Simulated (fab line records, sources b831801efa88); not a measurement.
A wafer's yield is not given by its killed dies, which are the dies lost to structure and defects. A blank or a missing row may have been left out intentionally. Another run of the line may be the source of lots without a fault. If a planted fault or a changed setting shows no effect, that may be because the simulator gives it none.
The tool behind it: which one? ; flow gf180mcu ; Sampling: 24 lots, 72 wafers, 4 of 602 route steps

== WHAT THE GAUGES SHOWED, per wafer ==
GF_V5_THK_MEAS_03.
lot;measured;on;V5_CVD_02_THK (nm)
L074;day 26 07:11;film metro-03;1435 1434 1460
L075;day 26 09:11;film metro-03;1405 1423 1445
L076;day 27 04:13;film metro-02;1441 1449 1471
L077;day 27 06:52;film metro-04;1430 1434 1461
L078;day 27 17:02;film metro-02;1433 1451 1447
L079;day 27 19:38;film metro-03;1445 1430 1464
L080;day 28 06:58;film metro-03;1444 1443 1454
L081;day 28 19:40;film metro-03;1441 1467 1471
L082;day 28 21:53;film metro-02;1434 1459 1453
L083;day 29 01:15;film metro-02;1416 1431 1461
L084;day 29 17:36;film metro-03;1434 1456 1464
L085;day 29 21:01;film metro-03;1437 1448 1452
L086;day 30 05:54;film metro-02;1477 1456 1441
L087;day 30 11:49;film metro-03;1448 1477 1458
L088;day 30 20:57;film metro-02;1431 1514 1488
L089;day 31 04:16;film metro-03;1420 1428 1433
L090;day 31 09:41;film metro-03;1447 1465 1466
L091;day 31 12:49;film metro-03;1434 1445 1483
L092;day 31 22:59;film metro-03;1446 1442 1446
L093;day 32 01:42;film metro-04;1457 1427 1451
L094;day 32 07:16;film metro-02;1447 1437 1451
L095;day 32 10:37;film metro-03;1410 1442 1452
L096;day 32 17:30;film metro-03;1498 1453 1451
L097;day 33 00:41;film metro-03;1485 1522 1470

== EACH LOT AND THE TOOL THAT RAN IT (in order: tool; ch and the chambers of the sampled wafers; start) ==
lot;GF_V1_STRIP_18;GF_MIM_CVD_05;GF_MIM_STRIP_20
L074;plasma asher-01 ch 0,1, day 18 02:32;pecvd-02 ch 1,2, day 24 10:31;plasma asher-04 ch 1, day 25 08:24
L075;plasma asher-03 ch 0, day 18 08:26;pecvd-04 ch 0,1,2, day 24 12:46;plasma asher-02 ch 0, day 25 10:31
L076;plasma asher-02 ch 0,1, day 19 01:14;pecvd-04 ch 0,1,2, day 25 08:37;plasma asher-03 ch 0,1, day 26 06:10
L077;plasma asher-03 ch 0,1, day 19 07:04;pecvd-04 ch 0,1,2, day 25 11:26;plasma asher-02 ch 0,1, day 26 08:29
L078;plasma asher-01 ch 0,1, day 19 15:26;pecvd-02 ch 0,1, day 25 23:40;plasma asher-04 ch 0,1, day 26 20:36
L079;plasma asher-03 ch 1, day 19 21:48;pecvd-02 ch 0,1, day 26 01:40;plasma asher-04 ch 0,1, day 26 22:37
L080;plasma asher-01 ch 0,1, day 20 12:05;pecvd-01 ch 0,2, day 26 13:07;plasma asher-03 ch 0,1, day 27 09:46
L081;plasma asher-02 ch 0,1, day 20 23:38;pecvd-04 ch 0,2, day 27 01:37;plasma asher-04 ch 0,1, day 27 22:16
L082;plasma asher-03 ch 0, day 21 04:59;pecvd-01 ch 1,2, day 27 04:41;plasma asher-04 ch 0,1, day 28 00:28
L083;plasma asher-02 ch 0,1, day 21 08:58;pecvd-04 ch 0,2, day 27 08:59;plasma asher-03 ch 1, day 28 04:50
L084;plasma asher-02 ch 0,1, day 22 01:56;pecvd-02 ch 0,1,2, day 28 00:38;plasma asher-03 ch 0,1, day 28 20:47
L085;plasma asher-01 ch 0,1, day 22 07:19;pecvd-02 ch 0,2, day 28 05:09;plasma asher-03 ch 0,1, day 29 00:41
L086;plasma asher-02 ch 0,1, day 22 23:23;pecvd-02 ch 0,1,2, day 28 15:29;plasma asher-02 ch 0,1, day 29 10:51
L087;plasma asher-01 ch 0,1, day 23 02:59;pecvd-04 ch 1,2, day 28 20:41;plasma asher-02 ch 0,1, day 29 15:52
L088;plasma asher-02 ch 0,1, day 23 14:53;pecvd-02 ch 1,2, day 29 06:38;plasma asher-03 ch 0,1, day 30 01:29
L089;plasma asher-03 ch 0,1, day 24 01:13;pecvd-02 ch 0,1,2, day 29 14:29;plasma asher-02 ch 0,1, day 30 09:01
L090;plasma asher-01 ch 0,1, day 24 07:25;pecvd-04 ch 0,2, day 29 20:29;plasma asher-02 ch 0,1, day 30 15:03
L091;plasma asher-03 ch 0,1, day 24 09:23;pecvd-01 ch 0,1, day 29 23:33;plasma asher-02 ch 0,1, day 30 17:47
L092;plasma asher-01 ch 0,1, day 25 00:29;pecvd-02 ch 0,1,2, day 30 10:08;plasma asher-04 ch 1, day 31 04:13
L093;plasma asher-02 ch 0,1, day 25 04:47;pecvd-02 ch 0,1, day 30 13:46;plasma asher-02 ch 0,1, day 31 07:22
L094;plasma asher-03 ch 0,1, day 25 07:23;pecvd-02 ch 0,1,2, day 30 18:27;plasma asher-03 ch 0,1, day 31 12:43
L095;plasma asher-02 ch 0,1, day 25 11:41;pecvd-04 ch 0,1, day 30 22:41;plasma asher-03 ch 0,1, day 31 16:01
L096;plasma asher-03 ch 0,1, day 25 23:25;pecvd-01 ch 0,1,2, day 31 06:14;plasma asher-04 ch 0,1, day 31 23:22
L097;plasma asher-02 ch 0,1, day 26 05:47;pecvd-01 ch 1,2, day 31 13:45;plasma asher-03 ch 0,1, day 32 06:45
- GF_V1_STRIP_18: strips in O2/N2.
- GF_MIM_CVD_05: deposits Si3N4, target thk 42 nm, time 29.086 s.
- GF_MIM_STRIP_20: strips in O2/N2.

== AS READ BY THE TOOLS THEMSELVES (means over the sampled wafers that have a number; for cases with no such wafer, the mark the record gives instead) ==
GF_V1_STRIP_18.
lot;tool;drypump motor current A (A);heater power w (W);oes product au (a.u.)
L074;plasma asher-01;5.9;372;0.593
L075;plasma asher-03;5.9;358;0.590
L076;plasma asher-02;5.9;316;0.592
L077;plasma asher-03;5.5;364;0.590
L078;plasma asher-01;5.8;350;0.589
L079;plasma asher-03;5.3;366;0.596
L080;plasma asher-01;5.9;367;0.593
L081;plasma asher-02;5.7;322;0.590
L082;plasma asher-03;5.9;361;0.593
L083;plasma asher-02;5.6;328;0.592
L084;plasma asher-02;5.9;314;0.591
L085;plasma asher-01;5.9;370;0.591
L086;plasma asher-02;5.9;310;0.594
L087;plasma asher-01;5.8;343;0.595
L088;plasma asher-02;5.7;318;0.595
L089;plasma asher-03;5.7;365;0.595
L090;plasma asher-01;5.9;375;0.596
L091;plasma asher-03;5.7;365;0.593
L092;plasma asher-01;5.8;350;0.594
L093;plasma asher-02;5.7;320;0.597
L094;plasma asher-03;5.7;357;0.598
L095;plasma asher-02;5.7;315;0.595
L096;plasma asher-03;5.7;361;0.594
L097;plasma asher-02;5.9;315;0.594

GF_MIM_CVD_05.
lot;tool;heater power outer w (W);heater power w (W)
L074;pecvd-02;348;648
L075;pecvd-04;397;666
L076;pecvd-04;382;650
L077;pecvd-04;402;670
L078;pecvd-02;352;585
L079;pecvd-02;400;660
L080;pecvd-01;339;613
L081;pecvd-04;320;550
L082;pecvd-01;428;729
L083;pecvd-04;370;629
L084;pecvd-02;399;666
L085;pecvd-02;442;678
L086;pecvd-02;436;710
L087;pecvd-04;419;702
L088;pecvd-02;327;616
L089;pecvd-02;384;635
L090;pecvd-04;378;622
L091;pecvd-01;371;644
L092;pecvd-02;420;676
L093;pecvd-02;411;624
L094;pecvd-02;401;647
L095;pecvd-04;443;716
L096;pecvd-01;395;689
L097;pecvd-01;389;676

GF_MIM_STRIP_20.
lot;tool;drypump motor current A (A);heater power w (W);oes product au (a.u.);strip time to endpoint s (s)
L074;plasma asher-04;5.4;337;0.693;11.28
L075;plasma asher-02;6.2;305;0.688;11.15
L076;plasma asher-03;5.5;364;0.693;11.20
L077;plasma asher-02;5.9;314;0.691;11.18
L078;plasma asher-04;5.5;340;0.688;11.18
L079;plasma asher-04;5.4;336;0.689;11.19
L080;plasma asher-03;5.7;363;0.689;11.18
L081;plasma asher-04;5.5;339;0.690;11.17
L082;plasma asher-04;5.5;338;0.696;11.25
L083;plasma asher-03;5.3;369;0.694;11.18
L084;plasma asher-03;5.5;360;0.695;11.25
L085;plasma asher-03;5.7;366;0.688;11.16
L086;plasma asher-02;5.9;311;0.694;11.20
L087;plasma asher-02;5.6;322;0.684;11.22
L088;plasma asher-03;5.5;358;0.693;11.21
L089;plasma asher-02;5.6;320;0.691;11.24
L090;plasma asher-02;5.7;320;0.691;11.21
L091;plasma asher-02;5.9;313;0.693;11.24
L092;plasma asher-04;5.4;338;0.696;11.21
L093;plasma asher-02;5.6;320;0.687;11.15
L094;plasma asher-03;5.7;363;0.689;11.20
L095;plasma asher-03;5.7;360;0.695;11.20
L096;plasma asher-04;5.5;354;0.689;11.19
L097;plasma asher-03;5.5;365;0.689;11.21

== THE ANSWER, worked out from the rows above alone ==
Rule: what is usual is taken from the lots themselves. The widest of any qualifying gaps counts: lots, ordered by their means at a reading, are off when they make up no more than a third of the lots, leave a main group of 4 or more, and stand apart from it by 3 or more times the standard deviation of that group's means. A main group whose means are all the same, to the digits that the tables above print for the reading, isn't used. Also off: a lot with no number at a reading for which 4 or more lots have one. Any other lot the step has rows for is counted as sound. Order of review: gauges by route order, followed by the tools' own readings, for which a lot's mean as printed above is used. The first step at which some lot is off is used, and at that step the reading that is off furthest; a lot without a number counts as furthest.
Nothing can be told from this: no lot is off at any reading shown.

== WHAT THE SIMULATOR PUT IN ==
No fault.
